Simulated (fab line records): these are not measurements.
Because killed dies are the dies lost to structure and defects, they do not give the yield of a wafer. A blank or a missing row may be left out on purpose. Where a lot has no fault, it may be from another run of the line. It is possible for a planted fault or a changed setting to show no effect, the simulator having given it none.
8D (eight disciplines) problem report, filled in by code -- flow sky130 -- the parts of the form that need people (team, actions taken, sign-off) are left out

## 1. THE PROBLEM
Mean of cdNm at SKY_LDD_P_CD_MEAS_07: 400.4 nm across 9 wafers in 3 lots; on wafers with no fault it is 380.1 nm (standard deviation 2.9). Measured from the usual mean, that is +7.0 standard deviations.
The step: target cd 380 nm.
First seen on wafer L975.1, day 26 10:13, on cdSem-02. At this step, 36 wafers from 12 lots have a number in the record. Rule for "out", or "out of limits": more than 4 standard deviations from the usual mean. The rest of the wafers with a number are treated as sound.

## 2. WHAT IT IS, WHAT IT ISN'T
question,is,is not
which readings at this step,cdNm,-
which lots,"L975, L976, L977","L955, L957, L964, L965, L966, L970, L971, L972, L973"
which wafers of those lots,all that have a number,-
read on which gauges,"cdSem-01, cdSem-02",-
when,from day 26 10:13,up to then (24 sound wafers); but 3 sound wafers of L973 came after

## 3. WHAT RULES OUT EACH SUSPECT
Counting: a tool at a process step up to the reading stays a suspect if it ran every lot that is out and no sound lot after the first of them.
- the gauge at SKY_LDD_P_CD_MEAS_07 has been ruled out. 2 gauges (cdSem-01, cdSem-02) read the wafers that are out.
- plasmaAsher-02 at SKY_FIELD_ISO_STRIP_16 (strips in O2/N2): kept. It ran every lot that is out, first L975 (day 6 16:46), and no sound lot after that.
- lithoTrack-01 at SKY_LDD_P_DEVELOP_06 (develop time 60 s): kept. Every lot that is out went through it, starting with L975 (day 26 10:04), and after that it ran no sound lot; the last sound lot it ran before then is L972 (day 25 16:59).
Remaining after the count are plasmaAsher-02 at SKY_FIELD_ISO_STRIP_16 and lithoTrack-01 at SKY_LDD_P_DEVELOP_06.

## 4. THE CAUSE (what the simulator had put in)
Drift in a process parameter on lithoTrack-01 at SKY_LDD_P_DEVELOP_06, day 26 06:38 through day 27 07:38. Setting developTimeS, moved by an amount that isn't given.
Counting left 2 suspects, and this tool is among them.

## 5. THE CHAIN OF EFFECTS, in route order
One row per reading whose mean, taken over the struck wafers that have a number, lies over 3 standard deviations from the usual. Scope: only readings with a usual standard deviation given in the record; hours: median across lots of the time from each lot's start at the first step in this table that gives one to its start at this step; sigmas: change in usual standard deviations.
hours,step,reading,usual,on struck wafers,change,sigmas
0,SKY_LDD_P_CD_MEAS_07,cdNm,380.1 nm,400.4,+20.3,+7.0
Later steps that measure or inspect, where all struck wafers having a row at the step show a number for every such reading and not one has moved that far: SKY_LOCAL_INTERCONNECT_OVL_MEAS_12.

## 6. WHAT WOULD HAVE CAUGHT IT SOONER
Counted from the fault's start at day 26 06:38, it took 4 hours until the first out-of-limits reading at a measuring or inspecting step in this record, taken at day 26 10:13.
No tool reading at SKY_LDD_P_DEVELOP_06 that has a usual standard deviation in the record was out on any struck wafer, so an alarm limit of 4 standard deviations on those readings would not have fired.
L976, L977, from the lots that are out (3), started SKY_LDD_P_DEVELOP_06 on lithoTrack-01 later than day 26 10:13. A hold on the tool at that time would have spared those 2.
